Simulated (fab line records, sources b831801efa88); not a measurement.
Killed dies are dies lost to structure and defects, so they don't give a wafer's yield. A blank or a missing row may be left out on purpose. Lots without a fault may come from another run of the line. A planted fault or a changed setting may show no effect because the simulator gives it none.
Which tool did it? | flow sky130 | 7 lots, 21 wafers sampled, at 3 steps of a route of 708

WHAT THE GAUGES READ, wafer by wafer
SKY_CAPM_OVL_MEAS_12.
lot  | measured     | on         | CAPM_OVL (nm)
L971 | day 39 11:25 | overlay-02 | 1.3 -1.0 0.4
L972 | day 39 23:49 | overlay-02 | 2.2 2.2 1.6
L976 | day 40 21:58 | overlay-01 | 1.5 2.6 3.7
L979 | day 41 23:31 | overlay-02 | - - -
L981 | day 42 14:22 | overlay-01 | -2.2 -0.8 -2.4
L985 | day 43 18:34 | overlay-01 | 1.2 1.8 0.2
L988 | day 44 00:19 | overlay-02 | -0.1 -0.6 0.3

WHICH TOOL RAN EACH LOT (tool, then ch and the chambers of the sampled wafers, then the start)
lot  | SKY_VIA2_STRIP_16                    | SKY_CAPM_EXPOSE_09
L971 | plasma_asher-02 ch 0,1, day 38 08:37 | iline_stepper-02 ch 0, day 38 22:48
L972 | plasma_asher-04 ch 0,1, day 38 21:25 | iline_stepper-01 ch 0, day 39 12:20
L976 | plasma_asher-03 ch 0,1, day 39 19:45 | iline_stepper-02 ch 0, day 40 10:21
L979 | plasma_asher-02 ch 0,1, day 40 21:16 | iline_stepper-02, day 41 11:56
L981 | plasma_asher-03 ch 0,1, day 41 13:42 | iline_stepper-01 ch 0, day 42 03:06
L985 | plasma_asher-04 ch 0,1, day 42 18:29 | iline_stepper-01 ch 0, day 43 07:13
L988 | plasma_asher-04 ch 0,1, day 42 23:55 | iline_stepper-01 ch 0, day 43 13:32
- SKY_VIA2_STRIP_16: strips in O2/N2.
- SKY_CAPM_EXPOSE_09: exposes mask CAPM, target cd 1000 nm.

THE ANSWER, worked out from the rows above alone
Rule: what is usual is taken from the lots themselves. Put in order of their means at a reading, lots are off if they are a third of the lots or fewer, leave a main group of 4 or more, and stand apart from it by a gap of 3 or more times the standard deviation of the main group's means; of several such gaps the widest counts. A main group whose means are all the same, to the digits that the tables above print for the reading, isn't used. A lot without any number at a reading at which 4 lots or more have one is off too. The other lots that the step has rows for count as sound.
Off: L979, at SKY_CAPM_OVL_MEAS_12 (CAPM_OVL). Without a number there: L979. The main group: mean 0.7 nm, standard deviation 1.4.
A tool fits if, at a process step before that reading, it ran every lot that is off, and no sound lot after the first of them. The gauges at SKY_CAPM_OVL_MEAS_12 are tried like those tools. Can't be told from this: 2 tools fit, plasma_asher-02 at SKY_VIA2_STRIP_16, iline_stepper-02 at SKY_CAPM_EXPOSE_09.

WHAT THE SIMULATOR HAD PUT IN
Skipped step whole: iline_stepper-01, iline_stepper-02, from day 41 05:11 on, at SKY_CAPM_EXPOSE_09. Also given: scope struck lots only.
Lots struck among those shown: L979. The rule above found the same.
